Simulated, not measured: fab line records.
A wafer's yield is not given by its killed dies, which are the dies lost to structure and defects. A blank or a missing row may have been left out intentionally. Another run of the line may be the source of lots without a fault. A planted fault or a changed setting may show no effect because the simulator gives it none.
A lot that was struck, set against a sound lot | flow sfqLine | 41 steps out of a route of 325
Sound: these wafers, L606.1, L606.3, L606.6. The struck wafers were L608.4, L608.5, L608.6. The cause is named last.
Per side, at each step with rows, come the tool, then ch with its chambers, and then its first start. Under that, the readings that differ: sound wafers | struck wafers | difference of the means | sigmas: that difference in standard deviations of wafers without a fault.
alike: readings with means less than 2 such deviations apart, plus words and numbers identical on both sides. not compared: withheld readings, readings lacking a value on some wafer, bounds such as >300 that could conceal the same value, and numbers that have no deviation in the record and whose values overlap.
Wherever a step has rows on one side only, a row that says differs or no value, or a row with sigmas, the two part there. When numbers do not overlap yet have no deviation, they are printed without sigmas and do not part them. Lack of a reading on every wafer of one side parts them only where that side has two or more wafers.

SFQ_C5_OVL_MEAS_937:
  sound: overlay-02 at day 71 17:42; struck: overlay-01 at day 72 06:55
reading     | sound      | struck  | difference | sigmas
C5_OVL (nm) | -7 -10 -10 | 15 12 9 | +21        | +4
SFQ_TRILAYER_C5_BARC_OPEN_VIA_ETCH_210: etches BARC in O2, target depth 125 nm, time 41.7 s.
  sound on rieDiel-01 ch 1,2,3, day 71 17:44; struck on rieDiel-04 ch 0,3, day 72 06:56
  alike: drypumpMotorCurrentA, oesProductAu
  not compared: rfHoursCounterH
SFQ_TRILAYER_C5_ETCH_VIA_ETCH_154: etches SiO2 in CHF3, stops on Nb, target depth 84 nm.
  sound on rieDiel-01 ch 1,2,3, day 71 17:46; struck on rieDiel-04 ch 0,3, day 72 06:58
  alike: drypumpMotorCurrentA, oesProductAu
SFQ_TRILAYER_C5_STRIP_STRIP_155: strips in O2.
  sound on rieMetal-03 ch 0,1, day 71 17:49; struck on rieMetal-02 ch 0,1, day 72 07:13
  alike: drypumpMotorCurrentA, oesProductAu
  not compared: rfHoursCounterH
then, 3 steps without rows for these wafers: SFQ_TRILAYER_C5_STRIP_SOLV_CLEAN_156 (cleans in NMP, time 600 s); SFQ_TRILAYER_M6_DEP_PRE_CLEAN_158 (time 22.5 s); SFQ_TRILAYER_M6_DEP_SPUTTER_157 (material Nb, target thk 200 nm, time 133.3 s).
SFQ_M6_RS_MEAS_938: the measuring method here is four-point-probe.
  sound: filmMetro-04 at day 71 18:43; struck: filmMetro-02 at day 72 07:59
  alike: M6_NB_RS
then, 3 steps without rows for these wafers: SFQ_TRILAYER_M6_LITHO_COAT_164 (resist thk 62 nm); SFQ_TRILAYER_M6_LITHO_COAT_159 (resist thk 600 nm); SFQ_TRILAYER_M6_LITHO_SOFTBAKE_163.
SFQ_TRILAYER_M6_LITHO_EXPOSE_160: exposes mask M6, target cd 500 nm.
  sound on krfScanner-01 ch 0, day 71 19:39; struck on krfScanner-01 ch 0, day 72 09:27
reading                  | sound             | struck            | difference | sigmas
model.M6.overlayXNm (nm) | 3.577 3.577 3.577 | 109.6 109.6 109.6 | +106.0     | 
  alike: mask
then, 2 steps without rows for these wafers: SFQ_TRILAYER_M6_LITHO_PEB_162 (peb time 60 s); SFQ_TRILAYER_M6_LITHO_DEVELOP_161 (time 60 s).
SFQ_M6_OVL_MEAS_940:
  sound: overlay-01 at day 71 21:09; struck: overlay-02 at day 72 10:22
reading     | sound | struck      | difference | sigmas
M6_OVL (nm) | 9 7 4 | 112 114 111 | +106       | +19
then, 4 steps without rows for these wafers: SFQ_TRILAYER_M6_BARC_OPEN_METAL_ETCH_206 (etches BARC in O2, target depth 125 nm, time 41.7 s); SFQ_TRILAYER_M6_ETCH_METAL_ETCH_162 (etches Nb in Cl2/Ar, stops on SiO2, target depth 240 nm, time 120 s); SFQ_TRILAYER_M6_STRIP_STRIP_163 (strips in O2); SFQ_TRILAYER_M6_STRIP_SOLV_CLEAN_164 (cleans in NMP, time 600 s).
SFQ_TRILAYER_I6_DEP_PECVD_165: deposits SiO2 from SiH4/N2O, time 111.11 s, target thk 500 nm.
  sound on pecvd-04 ch 0,1,2, day 71 22:10; struck on pecvd-01 ch 0,1,2, day 72 11:23
  alike: heaterPowerW, showerheadVppV, throttleValvePct
then, 1 step without rows for these wafers: SFQ_TRILAYER_I6_CMP_CMP_166 (polishes SiO2).
SFQ_I6_BOW_MEAS_941:
  sound: filmMetro-02 at day 72 01:14; struck: filmMetro-04 at day 72 14:29
  alike: I6_BOW
then, 7 steps without rows for these wafers: SFQ_TRILAYER_I6_METRO_MEASURE_167; SFQ_TRILAYER_I6_VIA_LITHO_COAT_174 (resist thk 61.66 nm); SFQ_TRILAYER_I6_VIA_LITHO_COAT_169 (resist thk 650 nm); SFQ_TRILAYER_I6_VIA_LITHO_SOFTBAKE_173; SFQ_TRILAYER_I6_VIA_LITHO_EXPOSE_170 (exposes mask I6, target cd 700 nm); SFQ_TRILAYER_I6_VIA_LITHO_PEB_172 (peb time 60 s); SFQ_TRILAYER_I6_VIA_LITHO_DEVELOP_171 (time 60 s).
-- the record jumps here: 4 days lie between the struck wafers' starts before and after --
SFQ_I6_OVL_MEAS_942:
  sound: overlay-01 at day 76 06:54; struck: overlay-02 at day 76 19:19
  alike: I6_OVL
then, 5 steps without rows for these wafers: SFQ_TRILAYER_I6_VIA_BARC_OPEN_VIA_ETCH_235 (etches BARC in O2, target depth 125 nm, time 41.7 s); SFQ_TRILAYER_I6_VIA_ETCH_VIA_ETCH_172 (etches SiO2 in CHF3, stops on Nb, target depth 260 nm); SFQ_TRILAYER_I6_VIA_STRIP_STRIP_173 (strips in O2); SFQ_TRILAYER_I6_VIA_STRIP_SOLV_CLEAN_174 (cleans in NMP, time 600 s); SFQ_TRILAYER_M7_DEP_PRE_CLEAN_176 (time 22.5 s).
SFQ_TRILAYER_M7_DEP_SPUTTER_175: material Nb, target thk 200 nm, time 133.3 s.
  sound: pvdSputter-05 at day 76 07:53; struck: pvdSputter-04 at day 76 20:17
  alike: cathodeDcPowerW, throttleValvePct
SFQ_M7_RS_MEAS_943: the measuring method here is four-point-probe.
  sound: filmMetro-04 at day 76 07:59; struck: filmMetro-04 at day 76 20:26
  alike: M7_NB_RS
then, 3 steps without rows for these wafers: SFQ_TRILAYER_M7_LITHO_COAT_182 (resist thk 62 nm); SFQ_TRILAYER_M7_LITHO_COAT_177 (resist thk 600 nm); SFQ_TRILAYER_M7_LITHO_SOFTBAKE_181.
-- the record jumps here: 4 days lie between the struck wafers' starts before and after --
SFQ_M8_BOW_MEAS_951:
  sound: filmMetro-04 at day 80 16:35; struck: filmMetro-02 at day 80 22:39
reading                | sound             | struck            | difference | sigmas
model.etest.i5.linkOhm | 2.291 2.246 2.267 | 2.292 2.293 2.305 | +0.029     | 
  alike: M8_BOW

## WHERE THEY PART
At SFQ_C5_OVL_MEAS_937 first; at SFQ_M6_OVL_MEAS_940 last (within this record only). Later steps at which nothing parts them and some readings are alike: SFQ_TRILAYER_I6_DEP_PECVD_165, SFQ_I6_BOW_MEAS_941, SFQ_I6_OVL_MEAS_942, SFQ_TRILAYER_M7_DEP_SPUTTER_175, SFQ_M7_RS_MEAS_943, SFQ_M8_BOW_MEAS_951.

WHY: what had been put in by the simulator
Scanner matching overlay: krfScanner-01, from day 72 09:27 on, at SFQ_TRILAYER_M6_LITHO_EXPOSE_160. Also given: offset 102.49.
